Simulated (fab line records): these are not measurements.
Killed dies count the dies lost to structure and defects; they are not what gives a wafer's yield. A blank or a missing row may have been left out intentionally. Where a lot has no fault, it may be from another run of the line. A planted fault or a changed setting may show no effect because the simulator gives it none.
fab line records	flow gf180mcu
record lots=12	wafers=36	last_day=34
route steps=602 shown STI@25 DUAL_GATE@154 PSD@261 NSD@262 M1@320
lots untouched by any fault: they come from a run of this same line in which no faults occurred
start_h: the number of hours between the record's first day and the start of the first shown wafer of the lot	wait_h: hours from the lot's prior step to this one	" the same as in the row above	L1.1+2: one row covering several wafers at once	- no value, or no start given	* or withheld: withheld	< > ~ a bound
route shown NAME@n: names a module that has steps shown in the file, with the first one's number in the route	usual: average and standard deviation across the fault-free wafers	same: alike in all rows	chamber/n: place in a boat	sites: readings site by site	_std_site: their standard deviation	_edge_site: outer sites' mean less inner sites'	radius_mm: how far each site lies from the wafer's centre	mask NAME#n: copy n	behind: the last tool/chamber to shape the wafer	hold: why the lot was held/for how many hours/how that ended	device: transistor that didn't switch, given as n, p or np	end of line: the route-end tests of the same wafers	where a step has no rows: the recipe by itself	killed: count of dies lost to structure and defects at first sort (not the wafer's yield)	map: shows each die of a wafer: x if killed, . if not, _ if none is there
set.NAME: the run value of the setting; set.NAME@STEP: its run value at that earlier step	model.NAME: the simulator's own value behind a step, which no gauge read
the route's steps for a sample of lots (tables are steps, rows are wafers)
services: a tool's chamber out of use, with start hour (start_h, from the record's first day; less than 0 if before it), hours out, and reason
## steps
# step GF_STI_THK_MEAS_24
# recipe reads=SiO2_of_STI_CVD_23
# usual STI_CVD_23_THK=652/7.5
lot.wafer	tool	chamber	start_h	wait_h	STI_CVD_23_THK[nm]
L823.1	film_metro-02	-	27.98	0.0	658
L823.3	"	-	"	"	646
L823.5	"	-	"	"	649
L825.1	film_metro-02	-	37.78	0.0	659
L825.2	"	-	"	"	644
L825.3	"	-	"	"	656
L828.2	film_metro-02	-	52.81	0.0	652
L828.3	"	-	"	"	662
L828.5	"	-	"	"	646
L830.1	film_metro-01	-	63.43	0.0	652
L830.2	"	-	"	"	656
L830.4	"	-	"	"	655
L831.1	film_metro-03	-	68.66	0.0	652
L831.4	"	-	"	"	651
L831.5	"	-	"	"	652
L832.1	film_metro-02	-	74.78	0.0	659
L832.2	"	-	"	"	648
L832.5	"	-	"	"	656
L838.1	film_metro-02	-	106.76	0.0	652
L838.4	"	-	"	"	651
L838.5	"	-	"	"	667
L839.2	film_metro-02	-	109.40	0.0	659
L839.4	"	-	"	"	650
L839.6	"	-	"	"	652
L840.1	film_metro-01	-	115.32	0.0	645
L840.5	"	-	"	"	642
L840.6	"	-	"	"	639
L842.2	film_metro-01	-	125.69	0.0	660
L842.4	"	-	"	"	656
L842.6	"	-	"	"	661
L844.1	film_metro-03	-	134.85	0.0	661
L844.5	"	-	"	"	655
L844.6	"	-	"	"	651
L846.1	film_metro-01	-	146.34	0.0	641
L846.3	"	-	"	"	656
L846.5	"	-	"	"	641
# step GF_DUAL_GATE_STRIP_13
# recipe chemistry=O2/N2	power_w=1400	pressure_mtorr=1500	platen_temp_c=250	o2_flow_sccm=3000	n2_flow_sccm=300	overash_fraction=0.5
# usual drypump_motor_current_A=5.8/0.37	heater_power_w=329/16	oes_product_au=0.717/0.005	strip_time_to_endpoint_s=12.68/0.04
lot.wafer	tool	chamber	start_h	wait_h	drypump_motor_current_A	heater_power_w	oes_product_au	rf_hours_counter_h	strip_time_to_endpoint_s
L823.1	plasma_asher-01	1	176.80	0.0	5.6	332	0.710	6	12.68
L823.3	"	0	"	"	5.5	315	0.718	-	12.62
L823.5	"	1	"	"	5.6	328	0.717	-	12.66
L825.1	plasma_asher-01	1	190.60	0.0	5.6	331	0.724	7	12.74
L825.2	"	0	"	"	5.5	325	0.716	7	12.69
L825.3	"	1	"	"	5.6	327	0.730	-	12.72
L828.2	plasma_asher-01	0	211.29	0.0	5.5	319	0.707	10	12.73
L828.3	"	1	"	"	5.6	330	0.714	-	12.71
L828.5	"	1	"	"	5.6	332	0.716	-	12.73
L830.1	plasma_asher-01	0	225.00	0.0	5.5	324	0.720	11	12.63
L830.2	"	1	"	"	5.6	335	0.715	11	12.64
L830.4	"	1	"	"	5.6	326	0.708	-	12.62
L831.1	plasma_asher-03	1	234.89	0.0	6.7	371	0.707	46	12.70
L831.4	"	0	"	"	5.5	309	0.713	-	12.68
L831.5	"	0	"	"	5.4	309	0.726	-	12.72
L832.1	plasma_asher-01	1	238.45	0.0	5.6	327	0.711	12	12.66
L832.2	"	0	"	"	5.5	314	0.719	12	12.76
L832.5	"	0	"	"	5.5	317	0.713	-	12.72
L838.1	plasma_asher-02	0	282.15	0.0	6.0	336	0.716	64	12.59
L838.4	"	0	"	"	6.0	337	0.718	-	12.65
L838.5	"	0	"	"	6.0	342	0.714	-	12.62
L839.2	plasma_asher-02	0	284.41	0.0	6.0	350	0.723	64	12.70
L839.4	"	0	"	"	6.0	332	0.716	-	12.68
L839.6	"	0	"	"	6.0	341	0.713	-	12.69
L840.1	plasma_asher-01	1	292.90	0.0	5.6	325	0.720	18	12.70
L840.5	"	0	"	"	5.5	320	0.713	-	12.65
L840.6	"	1	"	"	5.6	335	0.720	-	12.75
L842.2	plasma_asher-03	0	308.14	0.0	5.5	301	0.717	52	12.72
L842.4	"	1	"	"	6.7	352	0.715	-	12.66
L842.6	"	1	"	"	6.7	360	0.716	-	12.68
L844.1	plasma_asher-01	0	323.20	0.0	5.6	322	0.719	22	12.63
L844.5	"	1	"	"	5.6	328	0.721	-	12.69
L844.6	"	0	"	"	5.5	321	0.715	-	12.66
L846.1	plasma_asher-01	0	334.81	0.0	5.5	328	0.712	23	12.64
L846.3	"	1	"	"	5.6	324	0.710	-	12.65
L846.5	"	0	"	"	5.5	327	0.723	-	12.65
# step GF_PSD_RTA_13
# recipe temp_c=1025	time_s=20	ambient=N2
# usual lamp_power_pct=31.4/2.8	run_length_s=48.7/0.75	wafer_temp_C_max=1030.0/1.1
lot.wafer	tool	chamber	start_h	wait_h	lamp_power_pct	run_length_s	wafer_temp_C_max
L823.1	rtp_anneal-02	0	317.41	0.0	28.9	48.1	1029.8
L823.3	"	0	"	"	28.9	48.4	1028.8
L823.5	"	0	"	"	28.8	48.2	1030.8
L825.1	rtp_anneal-02	0	334.15	0.0	28.9	48.3	1028.7
L825.2	"	0	"	"	28.8	48.2	1028.7
L825.3	"	0	"	"	28.8	48.5	1030.5
L828.2	rtp_anneal-02	0	362.12	0.0	28.8	48.4	1029.5
L828.3	"	0	"	"	28.9	48.3	1029.7
L828.5	"	0	"	"	28.8	48.2	1029.3
L830.1	rtp_anneal-02	0	376.59	0.0	28.8	71.8	1028.5
L830.2	"	0	"	"	28.8	72.1	1030.6
L830.4	"	0	"	"	28.9	72.0	1029.4
L831.1	rtp_anneal-02	0	387.44	0.0	28.8	72.0	1029.9
L831.4	"	0	"	"	28.8	72.0	1029.2
L831.5	"	0	"	"	28.8	71.8	1029.0
L832.1	rtp_anneal-02	0	390.39	0.0	28.8	71.9	1029.8
L832.2	"	0	"	"	28.8	71.7	1029.6
L832.5	"	0	"	"	28.8	71.7	1029.7
L838.1	rtp_anneal-02	0	452.71	0.0	28.8	48.2	1028.8
L838.4	"	0	"	"	28.8	48.1	1029.1
L838.5	"	0	"	"	28.8	48.2	1029.0
L839.2	rtp_anneal-02	0	455.45	0.0	28.8	48.5	1029.6
L839.4	"	0	"	"	28.8	48.2	1028.9
L839.6	"	0	"	"	28.8	48.3	1030.0
L840.1	rtp_anneal-02	0	464.09	0.0	28.8	48.2	1029.6
L840.5	"	0	"	"	28.8	48.1	1028.9
L840.6	"	0	"	"	28.8	48.2	1030.4
L842.2	rtp_anneal-02	0	486.68	0.0	28.8	48.6	1029.4
L842.4	"	0	"	"	28.8	48.3	1029.2
L842.6	"	0	"	"	28.9	48.3	1028.5
L844.1	rtp_anneal-02	0	498.00	0.0	28.8	48.2	1029.4
L844.5	"	0	"	"	28.8	48.3	1028.9
L844.6	"	0	"	"	28.8	48.2	1028.4
L846.1	rtp_anneal-01	0	508.69	0.0	34.5	48.5	1030.3
L846.3	"	0	"	"	34.5	49.2	1030.2
L846.5	"	0	"	"	34.5	48.8	1032.5
# step GF_PSD_RS_MEAS_14
# recipe thk_meas_gauge=four-point-probe
# usual NSD_RS=46.12/0.091
lot.wafer	tool	chamber	start_h	wait_h	NSD_RS[ohm/sq]
L823.1	film_metro-03	-	317.49	0.1	46.11
L823.3	"	-	"	"	46.11
L823.5	"	-	"	"	46.19
L825.1	film_metro-03	-	334.23	0.1	46.10
L825.2	"	-	"	"	46.19
L825.3	"	-	"	"	46.16
L828.2	film_metro-03	-	362.21	0.1	46.17
L828.3	"	-	"	"	46.00
L828.5	"	-	"	"	46.17
L830.1	film_metro-04	-	376.67	0.1	42.01
L830.2	"	-	"	"	41.97
L830.4	"	-	"	"	41.98
L831.1	film_metro-03	-	387.53	0.1	41.96
L831.4	"	-	"	"	41.88
L831.5	"	-	"	"	41.96
L832.1	film_metro-03	-	390.47	0.1	41.86
L832.2	"	-	"	"	41.87
L832.5	"	-	"	"	41.82
L838.1	film_metro-03	-	452.80	0.1	46.27
L838.4	"	-	"	"	46.22
L838.5	"	-	"	"	46.25
L839.2	film_metro-02	-	455.54	0.1	46.05
L839.4	"	-	"	"	46.01
L839.6	"	-	"	"	46.11
L840.1	film_metro-02	-	464.17	0.1	45.96
L840.5	"	-	"	"	46.05
L840.6	"	-	"	"	46.04
L842.2	film_metro-03	-	486.77	0.1	46.03
L842.4	"	-	"	"	46.08
L842.6	"	-	"	"	46.14
L844.1	film_metro-02	-	498.08	0.1	46.10
L844.5	"	-	"	"	46.02
L844.6	"	-	"	"	45.97
L846.1	film_metro-03	-	508.78	0.1	46.22
L846.3	"	-	"	"	46.14
L846.5	"	-	"	"	46.19
# step GF_PSD_RS_MEAS_15
# recipe thk_meas_gauge=four-point-probe
# usual PSD_RS=108.50/0.28
lot.wafer	tool	chamber	start_h	wait_h	PSD_RS[ohm/sq]
L823.1	film_metro-03	-	317.61	0.1	108.62
L823.3	"	-	"	"	108.32
L823.5	"	-	"	"	108.63
L825.1	film_metro-03	-	334.35	0.1	108.32
L825.2	"	-	"	"	108.67
L825.3	"	-	"	"	108.78
L828.2	film_metro-03	-	362.33	0.1	108.65
L828.3	"	-	"	"	108.42
L828.5	"	-	"	"	108.67
L830.1	film_metro-04	-	376.79	0.1	101.06
L830.2	"	-	"	"	101.27
L830.4	"	-	"	"	101.32
L831.1	film_metro-03	-	387.65	0.1	100.67
L831.4	"	-	"	"	100.76
L831.5	"	-	"	"	100.93
L832.1	film_metro-03	-	390.59	0.1	100.49
L832.2	"	-	"	"	100.70
L832.5	"	-	"	"	100.62
L838.1	film_metro-03	-	452.92	0.1	109.19
L838.4	"	-	"	"	109.05
L838.5	"	-	"	"	109.08
L839.2	film_metro-02	-	455.66	0.1	108.44
L839.4	"	-	"	"	108.62
L839.6	"	-	"	"	108.32
L840.1	film_metro-02	-	464.29	0.1	108.78
L840.5	"	-	"	"	108.32
L840.6	"	-	"	"	108.17
L842.2	film_metro-03	-	486.89	0.1	108.31
L842.4	"	-	"	"	108.32
L842.6	"	-	"	"	108.62
L844.1	film_metro-02	-	498.20	0.1	108.21
L844.5	"	-	"	"	108.39
L844.6	"	-	"	"	108.70
L846.1	film_metro-03	-	508.90	0.1	108.56
L846.3	"	-	"	"	108.66
L846.5	"	-	"	"	108.39
# step GF_M1_RS_MEAS_05
# recipe thk_meas_gauge=four-point-probe	reads=TiN_of_M1_SPUTTER_04+Ti_of_M1_SPUTTER_03+AlCu_of_M1_SPUTTER_02+TiN_of_M1_SPUTTER_01+Ti_of_M1_SPUTTER_00
# usual M1_ALCU_RS=0.0694/0.00063
lot.wafer	tool	chamber	start_h	wait_h	M1_ALCU_RS[ohm/sq]
L823.1	film_metro-04	-	363.08	0.0	0.0698
L823.3	"	-	"	"	0.0694
L823.5	"	-	"	"	0.0693
L825.1	film_metro-03	-	381.36	0.0	0.0704
L825.2	"	-	"	"	0.0692
L825.3	"	-	"	"	0.0697
L828.2	film_metro-04	-	410.69	0.0	0.0705
L828.3	"	-	"	"	0.0695
L828.5	"	-	"	"	0.0706
L830.1	film_metro-03	-	425.31	0.0	0.0682
L830.2	"	-	"	"	0.0689
L830.4	"	-	"	"	0.0688
L831.1	film_metro-02	-	437.68	0.0	0.0696
L831.4	"	-	"	"	0.0692
L831.5	"	-	"	"	0.0691
L832.1	film_metro-04	-	441.23	0.0	0.0702
L832.2	"	-	"	"	0.0687
L832.5	"	-	"	"	0.0705
L838.1	film_metro-04	-	505.10	0.0	0.0702
L838.4	"	-	"	"	0.0695
L838.5	"	-	"	"	0.0694
L839.2	film_metro-04	-	506.45	0.0	0.0693
L839.4	"	-	"	"	0.0687
L839.6	"	-	"	"	0.0694
L840.1	film_metro-02	-	514.79	0.0	0.0695
L840.5	"	-	"	"	0.0692
L840.6	"	-	"	"	0.0707
L842.2	film_metro-04	-	537.03	0.0	0.0697
L842.4	"	-	"	"	0.0698
L842.6	"	-	"	"	0.0686
L844.1	film_metro-03	-	556.90	0.0	0.0699
L844.5	"	-	"	"	0.0687
L844.6	"	-	"	"	0.0698
L846.1	film_metro-03	-	557.29	0.0	0.0695
L846.3	"	-	"	"	0.0684
L846.5	"	-	"	"	0.0697
## services
tool	chamber	start_h	hours	kind
rtp_anneal-02	-	217.99	4.4	pm
plasma_asher-03	-	281.18	15.6	pm
plasma_asher-01	-	294.28	0.6	repair
plasma_asher-03	-	302.62	1.2	repair
plasma_asher-02	-	302.67	2.2	repair
plasma_asher-03	-	305.64	1.3	repair
plasma_asher-03	-	325.11	0.5	repair
plasma_asher-02	-	344.42	1.7	repair
plasma_asher-01	-	347.28	0.7	repair
plasma_asher-01	-	367.53	0.9	repair
plasma_asher-03	-	370.48	10.0	repair
plasma_asher-03	-	417.21	18.7	repair
rtp_anneal-01	-	478.31	5.7	pm
plasma_asher-02	-	507.87	0.4	repair
## key
first_sign step=GF_PSD_RTA_13	reading=run_length_s	direction=up	sigmas=31	usual=*	struck=*
effect step=GF_PSD_RS_MEAS_14	reading=NSD_RS	direction=down	sigmas=46	usual=46.12	struck=41.92
effect step=GF_PSD_RS_MEAS_15	reading=PSD_RS	direction=down	sigmas=27	usual=108.50	struck=100.87
met_at GF_PSD_RTA_13
struck_lots L830,L831,L832
tester_left_out L830,L831,L832
not_acting_at GF_STI_THK_MEAS_24,GF_DUAL_GATE_STRIP_13,GF_M1_RS_MEAS_05
onset_between 362.12 376.59
fault kind=process_parameter_drift	tool=rtp_anneal-02	chamber=-	onset_h=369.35	steps=GF_PSD_RTA_13	channel=time_s	offset=*	shape=step	end_h=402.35	acts_in=*	stated=*
# tester_left_out: of these lots the tester's yield and bins aren't shown, on N5 and GAA mostly nor the transistor test; their killed dies are dies lost to structure and defects alone, not to doping, threshold or leakage, so they don't give the yield
